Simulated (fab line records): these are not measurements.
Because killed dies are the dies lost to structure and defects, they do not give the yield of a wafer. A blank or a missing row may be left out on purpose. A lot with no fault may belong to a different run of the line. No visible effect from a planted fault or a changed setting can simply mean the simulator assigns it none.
Problem report in the 8D (eight disciplines) form, filled by code ; flow gf180mcu ; the parts of the form that need people (team, actions taken, sign-off) are left out

== 1. THE ISSUE ==
Wafers free of any fault read 690 (standard deviation 7) for VT_IMPLANT_4_TW at GF_VT_IMPLANT_TW_MEAS_43, against a mean of 600 on 6 wafers of 2 lots. Measured from the usual mean, that is -13 standard deviations.
First seen on wafer L241.1, day 8 11:43, on film_metro-02. The record holds 36 wafers of 12 lots with a number at this step. Rule for "out" (also "out of limits"): further than 4 standard deviations from the usual mean. The rest of the wafers with a number are treated as sound.

== 2. WHAT IT IS AND WHAT IT IS NOT ==
question;is;is not
which readings at this step;VT_IMPLANT_4_TW;-
which lots;L241, L247;L237, L238, L245, L251, L253, L254, L255, L256, L257, L259
which wafers of those lots;all that have a number;-
read on which gauges;film_metro-02, film_metro-04;film_metro-03
when;from day 8 11:43;"up to then (6 sound wafers); but 24 sound wafers of L245, L251, L253, L254, L255, L256, L257, L259 came after"

== 3. SUSPECTS, AND WHAT RULES EACH OUT ==
Counting: a tool at any process step up to the reading remains a suspect when it ran all the lots that are out and ran no sound lot after the first of those.
- ruled out: the gauge at GF_VT_IMPLANT_TW_MEAS_43. Those wafers that are out were read across 2 gauges (film_metro-02, film_metro-04).
- implanter-03 at GF_VT_IMPLANT_IMPLANT_41: ruled out as a lasting fault. After its first lot that is out, L241 (day 8 11:28), sound lots L256, L257 ran on it.
Left after counting: nothing in the record.

== 4. THE CAUSE (what the simulator had put in) ==
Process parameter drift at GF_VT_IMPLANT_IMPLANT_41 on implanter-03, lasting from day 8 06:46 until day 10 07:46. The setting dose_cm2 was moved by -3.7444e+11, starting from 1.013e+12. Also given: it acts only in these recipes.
Counting ruled it out, wrongly: the rule takes a fault to strike every lot that its tool runs from its start on, and this one did not.

== 5. THE CHAIN OF EFFECTS, in route order ==
Each row: a reading where the mean over the struck wafers with a number is more than 3 standard deviations away from the usual. Readings are gone through only where the record gives a usual standard deviation; hours: the median, over the lots, of the time from a lot's start at the first step in this table giving one to that lot's start at this step; sigmas: the change measured in usual standard deviations.
hours;step;reading;usual;on struck wafers;change;sigmas
0;GF_VT_IMPLANT_IMPLANT_41;dose_ions_cm2;1.0132e+12;6.3792e+11;-3.7528e+11;-99 or more
0;GF_VT_IMPLANT_IMPLANT_41;faraday_current_uA;5.72;3.62;-2.10;-18
0;GF_VT_IMPLANT_TW_MEAS_43;VT_IMPLANT_4_TW;690;600;-90;-13
The process steps in it:
- GF_VT_IMPLANT_IMPLANT_41
At these later measuring or inspecting steps, every struck wafer for which the step has a row has a number for every such reading, and none has moved that far: GF_VT_IMPLANT_RS_MEAS_46.

== 6. WHAT WOULD HAVE CAUGHT IT SOONER ==
In this record the first reading out of limits at a measuring or inspecting step was taken at day 8 11:43, 5 hours after the fault began at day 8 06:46.
The tool's own readings at GF_VT_IMPLANT_IMPLANT_41 were out on every struck wafer that the step has a row for (dose_ions_cm2, faraday_current_uA): an alarm limit on them would have fired on the first of those.
